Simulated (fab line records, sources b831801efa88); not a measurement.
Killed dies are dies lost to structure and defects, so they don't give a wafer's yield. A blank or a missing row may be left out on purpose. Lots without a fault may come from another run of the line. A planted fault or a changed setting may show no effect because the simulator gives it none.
One fault seen from 2 desks | flow sky130 | each desk has only its own numbers; what lay behind them comes last

THE METROLOGY DESK
What the gauges read, lot by lot, whatever tool the lot ran on: means of the sampled wafers that have a number. A lot is out of limits, marked OUT, if its mean lies more than 4 standard deviations from the usual mean; the brackets give that distance.
Columns: A = CONTACT_HDPCVD_THK at SKY_CONTACT_THK_MEAS_03, usual 566 nm; B = CONTACT_BOW at SKY_CONTACT_BOW_MEAS_05, usual 81 um; C = METAL1_ALCU_RS at SKY_METAL1_RS_MEAS_05, usual 0.1269 ohm/sq; D = METAL1_ALCU_THK at SKY_METAL1_THK_MEAS_06, usual 250 nm
lot  | first seen here | A   | B  | C                 | D
L460 | day 30 18:26    | 564 | 80 | 0.1265            | 252
L461 | day 30 22:13    | 560 | 86 | 0.1269            | 250
L463 | day 31 16:05    | 570 | 84 | 0.1261            | 251
L466 | day 32 19:55    | 561 | 84 | 0.1266            | 248
L467 | day 32 23:43    | 564 | 83 | 0.1284            | 246
L475 | day 35 19:49    | 566 | 78 | 0.1481 (+12) OUT  | 224 (-6.9) OUT
L476 | day 36 04:33    | 564 | 80 | 0.1265            | 249
L477 | day 36 06:04    | 558 | 75 | 0.1384 (+6.7) OUT | 236
L480 | day 37 02:14    | 565 | 82 | 0.1248            | 257
L482 | day 37 12:46    | 568 | 82 | 0.1271            | 251
This desk's finding: out of limits on L475, L477; first on L475, day 36 23:19 (METAL1_ALCU_RS at SKY_METAL1_RS_MEAS_05). In limits: L460, L461, L463, L466, L467, L476, L480, L482.

THE TOOL OWNER'S DESK: pvd_sputter-01
The tool's own readings at SKY_METAL1_SPUTTER_02 (material AlCu, target thk 250 nm, time 13.3 s): means of the sampled wafers that have a number, for each lot that ran on this tool. A lot is out of limits, marked OUT, if its mean lies more than 4 standard deviations from the usual mean; the brackets give that distance.
Columns: A = chamber_pressure_pa at SKY_METAL1_SPUTTER_02, usual 0.4001 Pa; B = throttle_valve_pct at SKY_METAL1_SPUTTER_02, usual 29.8 %
lot  | first seen here | A      | B
L463 | day 32 20:50    | 0.3995 | 30.2
L466 | day 34 01:13    | 0.3998 | 29.3
L475 | day 36 23:14    | 0.4004 | 30.2
L477 | day 37 10:09    | 0.4000 | 30.5
This desk's finding: nothing out of limits on any of the 4 lots.

PUT TOGETHER
The metrology desk could have raised an alarm at day 36 23:19, on L475, L477.
The tool owner's desk saw nothing out of limits.
The tool owner's desk has L475, L477 on record, within its limits.
Of the lots named, all ran SKY_METAL1_SPUTTER_02 on pvd_sputter-01.

WHAT THE SIMULATOR HAD PUT IN
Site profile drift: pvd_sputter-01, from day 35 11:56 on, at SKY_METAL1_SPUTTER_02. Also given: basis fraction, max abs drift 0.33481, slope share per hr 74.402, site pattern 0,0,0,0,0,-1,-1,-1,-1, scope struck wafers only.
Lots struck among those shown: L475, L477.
Hours from the fault's start to each desk's first reading out of limits: the metrology desk, 35.
